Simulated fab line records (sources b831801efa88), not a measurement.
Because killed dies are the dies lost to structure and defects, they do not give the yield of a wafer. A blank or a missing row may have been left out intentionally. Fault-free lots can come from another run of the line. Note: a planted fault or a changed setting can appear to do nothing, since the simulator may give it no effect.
The tool behind it: which one? | flow gf180mcu | at 1 step of a route of 602, 12 lots with 36 wafers sampled

== WHAT EACH GAUGE READ, for each wafer ==
GF_NWELL_TW_MEAS_11.
lot  | measured    | on            | NWELL_TW
L075 | day 3 13:43 | film-metro-03 | 1570 1573 1577
L077 | day 3 22:31 | film-metro-02 | 1544 1538 1549
L079 | day 4 13:52 | film-metro-03 | 1575 1559 1569
L081 | day 5 03:49 | film-metro-03 | 1559 1569 1568
L083 | day 5 09:49 | film-metro-02 | 1560 1561 1552
L085 | day 5 22:45 | film-metro-02 | 1537 1545 1550
L087 | day 6 06:07 | film-metro-04 | 1554 1561 1557
L089 | day 6 22:50 | film-metro-04 | 1561 1556 1561
L091 | day 7 04:14 | film-metro-04 | 1557 1570 1565
L093 | day 7 15:58 | film-metro-03 | 1571 1581 1581
L095 | day 8 02:29 | film-metro-02 | 1562 1558 1551
L097 | day 8 15:17 | film-metro-03 | 1572 1577 1568

== WHICH TOOL RAN EACH LOT (tool, then ch and the chambers of the sampled wafers, then the start) ==
The record shows no process step preceding these readings.

== THE ANSWER, worked out from the rows above alone ==
Rule: the usual values come from the lots themselves. The widest of any qualifying gaps counts: lots, ordered by their means at a reading, are off when they make up no more than a third of the lots, leave a main group of 4 or more, and stand apart from it by 3 or more times the standard deviation of that group's means. The tables above print the reading to a certain number of digits; a main group whose means all agree to those digits is not used. Also off: a lot with no number at a reading for which 4 or more lots have one. Any other lot the step has rows for is counted as sound.
Across all readings shown, no lot is off: no conclusion can be drawn from this.

== WHAT THE SIMULATOR HAD INSERTED ==
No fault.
